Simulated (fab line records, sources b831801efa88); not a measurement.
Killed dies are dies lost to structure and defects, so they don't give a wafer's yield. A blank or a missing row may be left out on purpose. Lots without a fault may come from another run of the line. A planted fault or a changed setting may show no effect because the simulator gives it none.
Which tool did it? | flow gf180mcu | 14 lots, 42 wafers sampled, at 5 steps of a route of 602

WHAT THE GAUGES READ, wafer by wafer
GF_V2_THK_MEAS_03. Usual: V2_CVD_02_THK 852 nm, standard deviation 11.
lot  | measured     | on            | V2_CVD_02_THK (nm) | flag
L793 | day 19 03:17 | film_metro-04 | 839 846 862        |
L795 | day 20 01:29 | film_metro-04 | 848 859 859        |
L796 | day 20 05:39 | film_metro-02 | 852 854 848        |
L799 | day 21 20:43 | film_metro-02 | 859 871 878        |
L802 | day 23 01:31 | film_metro-04 | 847 836 854        |
L803 | day 23 01:59 | film_metro-04 | 519 532 515        | OFF
L804 | day 23 13:20 | film_metro-02 | 526 522 537        | OFF
L807 | day 24 14:12 | film_metro-02 | 849 852 878        |
L808 | day 24 17:47 | film_metro-04 | 835 830 858        |
L810 | day 25 09:54 | film_metro-04 | 846 835 863        |
L812 | day 25 23:03 | film_metro-01 | 848 855 865        |
L813 | day 26 14:22 | film_metro-01 | 855 868 863        |
L814 | day 26 15:38 | film_metro-01 | 852 852 862        |
L815 | day 26 22:54 | film_metro-01 | 852 847 850        |

GF_V2_OVL_MEAS_15. Usual: V2_OVL 1 nm, standard deviation 5.9.
lot  | measured     | on         | V2_OVL (nm) | flag
L793 | day 20 04:46 | overlay-01 | 3 5 -1      |
L795 | day 21 01:52 | overlay-02 | 6 7 9       |
L796 | day 21 06:42 | overlay-01 | -13 -8 -12  |
L799 | day 22 19:51 | overlay-02 | -1 5 0      |
L802 | day 24 01:02 | overlay-02 | -9 7 -8     |
L803 | day 24 01:41 | overlay-02 | -2 -2 0     |
L804 | day 24 12:20 | overlay-02 | 6 12 3      |
L807 | day 25 12:17 | overlay-02 | 2 -4 1      |
L808 | day 25 15:57 | overlay-01 | -2 3 3      |
L810 | day 26 07:52 | overlay-02 | 4 0 3       |
L812 | day 26 19:39 | overlay-01 | 3 8 -2      |
L813 | day 27 11:45 | overlay-01 | 1 -3 -3     |
L814 | day 27 12:08 | overlay-01 | -11 2 7     |
L815 | day 27 19:11 | overlay-02 | -2 1 4      |

WHICH TOOL RAN EACH LOT (tool, then ch and the chambers of the sampled wafers, then the start)
lot  | GF_V1_STRIP_18                       | GF_M2_SPUTTER_00             | GF_V2_CVD_02
L793 | plasma_asher-02 ch 0,1, day 18 00:40 | pvd_sputter-02, day 18 01:53 | pecvd-04 ch 0,1, day 19 03:13
L795 | plasma_asher-01 ch 0,1, day 18 22:33 | pvd_sputter-04, day 18 23:47 | pecvd-01 ch 0,2, day 20 01:25
L796 | plasma_asher-02 ch 0,1, day 19 02:53 | pvd_sputter-04, day 19 04:05 | pecvd-01 ch 0,1,2, day 20 05:32
L799 | plasma_asher-02 ch 0,1, day 20 18:36 | pvd_sputter-04, day 20 19:52 | pecvd-03 ch 0,1,2, day 21 20:38
L802 | plasma_asher-02 ch 0,1, day 21 23:34 | pvd_sputter-04, day 22 00:47 | pecvd-01 ch 0,2, day 23 01:26
L803 | plasma_asher-03 ch 0,1, day 21 23:58 | pvd_sputter-02, day 22 01:10 | pecvd-03 ch 0,2, day 23 01:53
L804 | plasma_asher-02 ch 0,1, day 22 11:31 | pvd_sputter-03, day 22 12:43 | pecvd-03 ch 1,2, day 23 13:14
L807 | plasma_asher-01 ch 0,1, day 23 14:22 | pvd_sputter-04, day 23 15:35 | pecvd-01 ch 0,2, day 24 14:08
L808 | plasma_asher-03 ch 0,1, day 23 16:36 | pvd_sputter-04, day 23 17:49 | pecvd-01 ch 0,2, day 24 17:43
L810 | plasma_asher-03 ch 0,1, day 24 09:20 | pvd_sputter-02, day 24 10:34 | pecvd-01 ch 0,1,2, day 25 09:50
L812 | plasma_asher-03 ch 0,1, day 24 23:12 | pvd_sputter-02, day 25 00:25 | pecvd-04 ch 1,2, day 25 22:58
L813 | plasma_asher-01 ch 0,1, day 25 14:30 | pvd_sputter-04, day 25 15:45 | pecvd-03 ch 0,1, day 26 14:17
L814 | plasma_asher-03 ch 0, day 25 16:39   | pvd_sputter-03, day 25 17:54 | pecvd-01 ch 1,2, day 26 15:34
L815 | plasma_asher-01 ch 0,1, day 26 00:42 | pvd_sputter-03, day 26 01:58 | pecvd-01 ch 0,1,2, day 26 22:50
- GF_V1_STRIP_18: strips in O2/N2.
- GF_M2_SPUTTER_00: material Ti, target thk 37.5 nm, time 150 s.
- GF_V2_CVD_02: deposits SiO2 from TEOS, target thk 850 nm, time 94.851 s.

WHAT THE TOOLS THEMSELVES READ (means of the sampled wafers that have a number; where no wafer has one, the mark that the record gives instead)
GF_V1_STRIP_18. Usual: drypump_motor_current_A 6.1 A, standard deviation 0.45; heater_power_w 330 W, standard deviation 34; oes_product_au 0.593 a.u., standard deviation 0.0045.
lot  | tool            | drypump_motor_current_A (A) | heater_power_w (W) | oes_product_au (a.u.) | flag
L793 | plasma_asher-02 | 6.7                         | 354                | 0.595                 |
L795 | plasma_asher-01 | 5.8                         | 305                | 0.594                 |
L796 | plasma_asher-02 | 6.6                         | 358                | 0.594                 |
L799 | plasma_asher-02 | 6.7                         | 354                | 0.595                 |
L802 | plasma_asher-02 | 6.7                         | 358                | 0.591                 |
L803 | plasma_asher-03 | 5.7                         | 332                | 0.592                 |
L804 | plasma_asher-02 | 6.7                         | 360                | 0.596                 |
L807 | plasma_asher-01 | 5.8                         | 308                | 0.593                 |
L808 | plasma_asher-03 | 5.8                         | 334                | 0.598                 |
L810 | plasma_asher-03 | 5.7                         | 302                | 0.591                 |
L812 | plasma_asher-03 | 5.7                         | 301                | 0.598                 |
L813 | plasma_asher-01 | 5.9                         | 315                | 0.594                 |
L814 | plasma_asher-03 | 5.7                         | 359                | 0.592                 |
L815 | plasma_asher-01 | 5.8                         | 311                | 0.595                 |

GF_M2_SPUTTER_00. Usual: throttle_valve_pct 30.0 %, standard deviation 0.95.
lot  | tool           | throttle_valve_pct (%) | flag
L793 | pvd_sputter-02 | 29.2                   |
L795 | pvd_sputter-04 | 30.1                   |
L796 | pvd_sputter-04 | 29.6                   |
L799 | pvd_sputter-04 | 30.5                   |
L802 | pvd_sputter-04 | 30.2                   |
L803 | pvd_sputter-02 | 29.8                   |
L804 | pvd_sputter-03 | 29.0                   |
L807 | pvd_sputter-04 | 29.7                   |
L808 | pvd_sputter-04 | 29.8                   |
L810 | pvd_sputter-02 | 29.2                   |
L812 | pvd_sputter-02 | 29.2                   |
L813 | pvd_sputter-04 | 29.9                   |
L814 | pvd_sputter-03 | 30.3                   |
L815 | pvd_sputter-03 | 30.4                   |

GF_V2_CVD_02. Usual: heater_power_w 645 W, standard deviation 130.
lot  | tool     | heater_power_w (W) | flag
L793 | pecvd-04 | 630                |
L795 | pecvd-01 | 507                |
L796 | pecvd-01 | 594                |
L799 | pecvd-03 | 727                |
L802 | pecvd-01 | 510                |
L803 | pecvd-03 | 751                |
L804 | pecvd-03 | 770                |
L807 | pecvd-01 | 512                |
L808 | pecvd-01 | 531                |
L810 | pecvd-01 | 585                |
L812 | pecvd-04 | 691                |
L813 | pecvd-03 | 705                |
L814 | pecvd-01 | 616                |
L815 | pecvd-01 | 610                |

THE ANSWER, worked out from the rows above alone
Rule: a lot is off if the mean of its wafers that have a number lies more than 3 standard deviations from the usual mean. A lot without any number at a reading at which 4 lots or more have one is off too. The other lots that the step has rows for count as sound. The gauges are gone through in route order, then the tools' own readings, and for those a lot's mean is taken as printed above. The first step at which some lot is off is used, and at that step the reading that is off furthest; a lot without a number counts as furthest.
Off: L803, L804, at GF_V2_THK_MEAS_03 (V2_CVD_02_THK).
A tool fits if, at a process step before that reading, it ran every lot that is off, and no sound lot after the first of them. The gauges at GF_V2_THK_MEAS_03 are tried like those tools. None of those tried fits.

WHAT THE SIMULATOR HAD PUT IN
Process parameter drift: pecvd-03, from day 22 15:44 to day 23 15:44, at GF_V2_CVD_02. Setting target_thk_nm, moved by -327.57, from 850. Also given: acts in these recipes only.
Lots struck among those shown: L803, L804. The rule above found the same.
